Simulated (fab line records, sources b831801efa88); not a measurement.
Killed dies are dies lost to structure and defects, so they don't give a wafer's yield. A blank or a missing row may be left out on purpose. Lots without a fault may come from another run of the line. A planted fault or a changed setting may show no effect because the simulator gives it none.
Which tool did it? | flow gf180mcu | 24 lots, 72 wafers sampled, at 5 steps of a route of 602

WHAT THE GAUGES READ, wafer by wafer
GF_TOP_METAL_THK_MEAS_06: measures by xrf.
lot  | measured     | on            | TOP_METAL_ALCU_THK (nm)
L074 | day 27 06:08 | film_metro-01 | 890 890 883
L075 | day 27 15:19 | film_metro-04 | 894 886 890
L076 | day 27 21:53 | film_metro-02 | 900 908 895
L077 | day 28 04:30 | film_metro-02 | 893 876 879
L078 | day 28 11:35 | film_metro-02 | 883 878 883
L079 | day 28 11:59 | film_metro-02 | 881 897 894
L080 | day 28 22:17 | film_metro-04 | 881 886 893
L081 | day 29 05:01 | film_metro-02 | 901 901 901
L082 | day 29 13:37 | film_metro-01 | 896 894 898
L083 | day 30 01:17 | film_metro-01 | 891 885 886
L084 | day 30 08:18 | film_metro-04 | 916 912 913
L085 | day 30 14:22 | film_metro-04 | 910 918 904
L086 | day 31 00:29 | film_metro-04 | 899 907 906
L087 | day 31 04:42 | film_metro-01 | 889 895 891
L088 | day 31 06:37 | film_metro-04 | 891 887 881
L089 | day 31 14:58 | film_metro-01 | 892 890 892
L090 | day 32 00:49 | film_metro-02 | 869 869 881
L091 | day 32 03:08 | film_metro-02 | 894 891 897
L092 | day 32 08:25 | film_metro-01 | 883 885 885
L093 | day 32 13:50 | film_metro-01 | 870 881 882
L094 | day 33 00:52 | film_metro-02 | 895 896 902
L095 | day 33 15:28 | film_metro-04 | 901 896 894
L096 | day 33 17:16 | film_metro-02 | 901 897 894
L097 | day 34 02:04 | film_metro-02 | 889 885 896

WHICH TOOL RAN EACH LOT (tool, then ch and the chambers of the sampled wafers, then the start)
lot  | GF_MIM_SPUTTER_00            | GF_MIM_SPUTTER_01            | GF_V5_SPUTTER_22             | GF_V5_CMP_26
L074 | pvd_sputter-01, day 24 09:59 | pvd_sputter-01, day 24 10:05 | pvd_sputter-01, day 27 05:09 | cmp-02 ch 0,1,2, day 27 05:29
L075 | pvd_sputter-04, day 24 20:14 | pvd_sputter-04, day 24 20:20 | pvd_sputter-03, day 27 14:19 | cmp-01 ch 1,2, day 27 14:39
L076 | pvd_sputter-02, day 25 03:04 | pvd_sputter-02, day 25 03:10 | pvd_sputter-01, day 27 20:54 | cmp-02 ch 1,2,3, day 27 21:14
L077 | pvd_sputter-01, day 25 11:12 | pvd_sputter-01, day 25 11:18 | pvd_sputter-02, day 28 03:30 | cmp-02 ch 1,2,3, day 28 03:50
L078 | pvd_sputter-01, day 25 16:49 | pvd_sputter-01, day 25 16:55 | pvd_sputter-03, day 28 10:36 | cmp-01 ch 1,3, day 28 10:56
L079 | pvd_sputter-01, day 25 18:13 | pvd_sputter-01, day 25 18:19 | pvd_sputter-01, day 28 11:01 | cmp-01 ch 0,2,3, day 28 11:23
L080 | pvd_sputter-01, day 26 06:29 | pvd_sputter-01, day 26 06:35 | pvd_sputter-02, day 28 21:19 | cmp-02 ch 0,1,3, day 28 21:39
L081 | pvd_sputter-01, day 26 14:07 | pvd_sputter-01, day 26 14:13 | pvd_sputter-03, day 29 04:03 | cmp-01 ch 1,2,3, day 29 04:23
L082 | pvd_sputter-02, day 26 23:17 | pvd_sputter-02, day 26 23:23 | pvd_sputter-02, day 29 12:38 | cmp-01 ch 0,1,3, day 29 13:01
L083 | pvd_sputter-01, day 27 11:25 | pvd_sputter-01, day 27 11:31 | pvd_sputter-03, day 30 00:19 | cmp-02 ch 0,2,3, day 30 00:45
L084 | pvd_sputter-04, day 27 18:44 | pvd_sputter-04, day 27 18:50 | pvd_sputter-02, day 30 07:19 | cmp-02 ch 0,3, day 30 07:39
L085 | pvd_sputter-02, day 28 01:47 | pvd_sputter-02, day 28 01:53 | pvd_sputter-02, day 30 13:22 | cmp-02 ch 0,2,3, day 30 13:51
L086 | pvd_sputter-02, day 28 12:07 | pvd_sputter-02, day 28 12:13 | pvd_sputter-03, day 30 23:23 | cmp-01 ch 1,2, day 30 23:50
L087 | pvd_sputter-01, day 28 17:25 | pvd_sputter-01, day 28 17:31 | pvd_sputter-02, day 31 03:43 | cmp-01 ch 1,2,3, day 31 04:08
L088 | pvd_sputter-02, day 28 19:37 | pvd_sputter-02, day 28 19:43 | pvd_sputter-03, day 31 05:38 | cmp-01 ch 0,1,2, day 31 05:58
L089 | pvd_sputter-01, day 29 03:59 | pvd_sputter-01, day 29 04:05 | pvd_sputter-02, day 31 13:59 | cmp-02 ch 0,1,3, day 31 14:19
L090 | pvd_sputter-01, day 29 15:43 | pvd_sputter-01, day 29 15:49 | pvd_sputter-01, day 31 23:51 | cmp-02 ch 1,3, day 32 00:14
L091 | pvd_sputter-01, day 29 17:28 | pvd_sputter-01, day 29 17:34 | pvd_sputter-01, day 32 02:03 | cmp-01 ch 0,1,3, day 32 02:32
L092 | pvd_sputter-01, day 29 23:32 | pvd_sputter-01, day 29 23:38 | pvd_sputter-01, day 32 07:13 | cmp-01 ch 0,1,2, day 32 07:47
L093 | pvd_sputter-02, day 30 06:37 | pvd_sputter-02, day 30 06:43 | pvd_sputter-03, day 32 12:32 | cmp-01 ch 2,3, day 32 13:12
L094 | pvd_sputter-02, day 30 17:35 | pvd_sputter-02, day 30 17:41 | pvd_sputter-01, day 32 23:53 | cmp-02 ch 0,1,3, day 33 00:13
L095 | pvd_sputter-01, day 31 10:52 | pvd_sputter-01, day 31 10:58 | pvd_sputter-01, day 33 14:30 | cmp-02 ch 0,2,3, day 33 14:53
L096 | pvd_sputter-04, day 31 11:34 | pvd_sputter-04, day 31 11:40 | pvd_sputter-01, day 33 16:18 | cmp-01 ch 0,1,3, day 33 16:38
L097 | pvd_sputter-01, day 31 21:59 | pvd_sputter-01, day 31 22:05 | pvd_sputter-01, day 34 01:05 | cmp-02 ch 0,2,3, day 34 01:25
- GF_MIM_SPUTTER_00: material Ti, target thk 37.5 nm, time 150 s.
- GF_MIM_SPUTTER_01: material TiN, target thk 30 nm, time 25 s.
- GF_V5_SPUTTER_22: material TiN, target thk 10 nm, time 40 s.
- GF_V5_CMP_26: polishes, stops on SiO2, t overpolish 15 s, target thk 0 nm.

WHAT THE TOOLS THEMSELVES READ (means of the sampled wafers that have a number; where no wafer has one, the mark that the record gives instead)
GF_MIM_SPUTTER_00.
lot  | tool           | throttle_valve_pct (%)
L074 | pvd_sputter-01 | 29.8
L075 | pvd_sputter-04 | 29.2
L076 | pvd_sputter-02 | 30.2
L077 | pvd_sputter-01 | 29.8
L078 | pvd_sputter-01 | 29.8
L079 | pvd_sputter-01 | 29.8
L080 | pvd_sputter-01 | 29.9
L081 | pvd_sputter-01 | 29.8
L082 | pvd_sputter-02 | 31.8
L083 | pvd_sputter-01 | 29.5
L084 | pvd_sputter-04 | 28.8
L085 | pvd_sputter-02 | 31.8
L086 | pvd_sputter-02 | 30.3
L087 | pvd_sputter-01 | 29.9
L088 | pvd_sputter-02 | 30.6
L089 | pvd_sputter-01 | 30.1
L090 | pvd_sputter-01 | 29.9
L091 | pvd_sputter-01 | 29.9
L092 | pvd_sputter-01 | 29.9
L093 | pvd_sputter-02 | 30.8
L094 | pvd_sputter-02 | 30.1
L095 | pvd_sputter-01 | 29.8
L096 | pvd_sputter-04 | 29.0
L097 | pvd_sputter-01 | 29.8

GF_MIM_SPUTTER_01.
lot  | tool           | throttle_valve_pct (%)
L074 | pvd_sputter-01 | 30.1
L075 | pvd_sputter-04 | 29.0
L076 | pvd_sputter-02 | 30.0
L077 | pvd_sputter-01 | 29.9
L078 | pvd_sputter-01 | 29.9
L079 | pvd_sputter-01 | 30.0
L080 | pvd_sputter-01 | 29.8
L081 | pvd_sputter-01 | 29.9
L082 | pvd_sputter-02 | 31.8
L083 | pvd_sputter-01 | 29.3
L084 | pvd_sputter-04 | 28.7
L085 | pvd_sputter-02 | 32.2
L086 | pvd_sputter-02 | 30.0
L087 | pvd_sputter-01 | 30.1
L088 | pvd_sputter-02 | 30.8
L089 | pvd_sputter-01 | 30.3
L090 | pvd_sputter-01 | 29.9
L091 | pvd_sputter-01 | 29.7
L092 | pvd_sputter-01 | 29.9
L093 | pvd_sputter-02 | 30.8
L094 | pvd_sputter-02 | 30.2
L095 | pvd_sputter-01 | 29.9
L096 | pvd_sputter-04 | 29.1
L097 | pvd_sputter-01 | 29.8

GF_V5_SPUTTER_22.
lot  | tool           | throttle_valve_pct (%)
L074 | pvd_sputter-01 | 29.7
L075 | pvd_sputter-03 | 29.5
L076 | pvd_sputter-01 | 29.8
L077 | pvd_sputter-02 | 30.8
L078 | pvd_sputter-03 | 30.5
L079 | pvd_sputter-01 | 29.7
L080 | pvd_sputter-02 | 30.1
L081 | pvd_sputter-03 | 29.7
L082 | pvd_sputter-02 | 30.8
L083 | pvd_sputter-03 | 30.4
L084 | pvd_sputter-02 | 31.9
L085 | pvd_sputter-02 | 30.8
L086 | pvd_sputter-03 | 30.2
L087 | pvd_sputter-02 | 31.8
L088 | pvd_sputter-03 | 30.9
L089 | pvd_sputter-02 | 31.1
L090 | pvd_sputter-01 | 29.4
L091 | pvd_sputter-01 | 29.9
L092 | pvd_sputter-01 | 30.0
L093 | pvd_sputter-03 | 29.4
L094 | pvd_sputter-01 | 29.3
L095 | pvd_sputter-01 | 29.4
L096 | pvd_sputter-01 | 29.4
L097 | pvd_sputter-01 | 29.8

GF_V5_CMP_26.
lot  | tool   | motor_current_A (A) | overpolish_run_s (s) | retaining_ring_pressure_frac | time_to_endpoint_s (s)
L074 | cmp-02 | 10.7                | 14.994               | 0.996                        | 87.8
L075 | cmp-01 | 11.7                | 15.005               | 1.002                        | 79.5
L076 | cmp-02 | 10.9                | 14.994               | 1.004                        | 84.7
L077 | cmp-02 | 11.2                | 14.991               | 1.002                        | 80.7
L078 | cmp-01 | 11.2                | 14.998               | 0.999                        | 84.1
L079 | cmp-01 | 11.2                | 15.005               | 0.996                        | 84.1
L080 | cmp-02 | 10.8                | 15.000               | 1.000                        | 83.7
L081 | cmp-01 | 11.5                | 14.998               | 1.004                        | 85.0
L082 | cmp-01 | 11.0                | 15.003               | 0.999                        | 84.2
L083 | cmp-02 | 11.7                | 15.001               | 0.997                        | 83.1
L084 | cmp-02 | 12.5                | 15.001               | 1.004                        | 88.1
L085 | cmp-02 | 11.1                | 14.993               | 1.000                        | 88.4
L086 | cmp-01 | 11.6                | 15.008               | 1.001                        | 83.5
L087 | cmp-01 | 11.6                | 15.004               | 0.996                        | 86.6
L088 | cmp-01 | 11.7                | 15.003               | 1.001                        | 87.2
L089 | cmp-02 | 10.7                | 15.010               | 1.001                        | 83.5
L090 | cmp-02 | 11.7                | 15.003               | 1.001                        | 86.1
L091 | cmp-01 | 11.2                | 14.994               | 0.999                        | 82.1
L092 | cmp-01 | 11.6                | 14.998               | 1.001                        | 84.2
L093 | cmp-01 | 11.7                | 15.010               | 0.998                        | 83.0
L094 | cmp-02 | 11.0                | 15.002               | 1.004                        | 86.7
L095 | cmp-02 | 11.8                | 14.998               | 1.003                        | 85.4
L096 | cmp-01 | 11.0                | 14.995               | 0.994                        | 89.4
L097 | cmp-02 | 11.3                | 14.990               | 1.000                        | 86.6

THE ANSWER, worked out from the rows above alone
Rule: what is usual is taken from the lots themselves. Put in order of their means at a reading, lots are off if they are a third of the lots or fewer, leave a main group of 4 or more, and stand apart from it by a gap of 3 or more times the standard deviation of the main group's means; of several such gaps the widest counts. A main group whose means are all the same, to the digits that the tables above print for the reading, isn't used. A lot without any number at a reading at which 4 lots or more have one is off too. The other lots that the step has rows for count as sound. The gauges are gone through in route order, then the tools' own readings, and for those a lot's mean is taken as printed above. The first step at which some lot is off is used, and at that step the reading that is off furthest; a lot without a number counts as furthest.
No lot is off at any reading shown: from this, nothing can be told.

WHAT THE SIMULATOR HAD PUT IN
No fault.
